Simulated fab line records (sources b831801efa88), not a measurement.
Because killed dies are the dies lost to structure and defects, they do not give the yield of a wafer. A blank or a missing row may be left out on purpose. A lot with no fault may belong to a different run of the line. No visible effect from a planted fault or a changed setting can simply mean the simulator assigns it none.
Chamber matching | flow sky130 | 4 sister chambers for SKY_LI_CONTACT_CMP_24 on cmp-02
The step polishes, stops on PSG, t overpolish 20 s, target thk 0 nm. 4 wafers are shown with their chamber, then 12 later ones without.

== EACH WAFER AND ITS CHAMBER ==
wafer  | chamber | motorCurrentA (A)
L084.1 | 1       | 10.7
L088.2 | 3       | 11.8
L088.3 | 0       | 11.0
L088.6 | 2       | 10.4

== WAFERS MISSING THEIR CHAMBER ==
wafer  | motorCurrentA (A)
L090.1 | 10.2
L090.2 | 11.0
L090.6 | 12.3
L095.4 | 11.7
L095.5 | 10.5
L095.6 | 11.8
L096.1 | 11.5
L096.3 | 11.8
L096.4 | 11.1
L097.2 | 12.3
L097.3 | 11.1
L097.6 | 11.1

== EACH ONE'S CHAMBER ==
wafer  | from the rows above          | in truth
L090.1 | can't be placed: 2 or 1      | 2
L090.2 | can't be placed: 0 or 1      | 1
L090.6 | 3                            | 3
L095.4 | 3                            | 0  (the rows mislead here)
L095.5 | can't be placed: 2 or 1 or 0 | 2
L095.6 | 3                            | 3
L096.1 | can't be placed: 3 or 0      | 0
L096.3 | 3                            | 3
L096.4 | can't be placed: 0 or 1      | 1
L097.2 | 3                            | 3
L097.3 | can't be placed: 0 or 1      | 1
L097.6 | can't be placed: 0 or 1      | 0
Correctly placed: 4 of 12. Cannot be placed on the basis of these rows: 7; the candidates contain the true chamber in 7. 1 placed wrongly.
How it was worked out, from the rows above alone: a wafer's distance from a chamber is the root of the sum, over the readings, of the square of ((its reading less the chamber's mean) divided by the reading's scatter). If the next closest chamber is less than 2 further off than the closest, the wafer can't be placed; otherwise it belongs to the closest. A chamber's mean is the mean of its shown wafers. The scatter: root of mean squared gap, hidden wafer to nearest shown wafer, with one shown wafer a chamber.
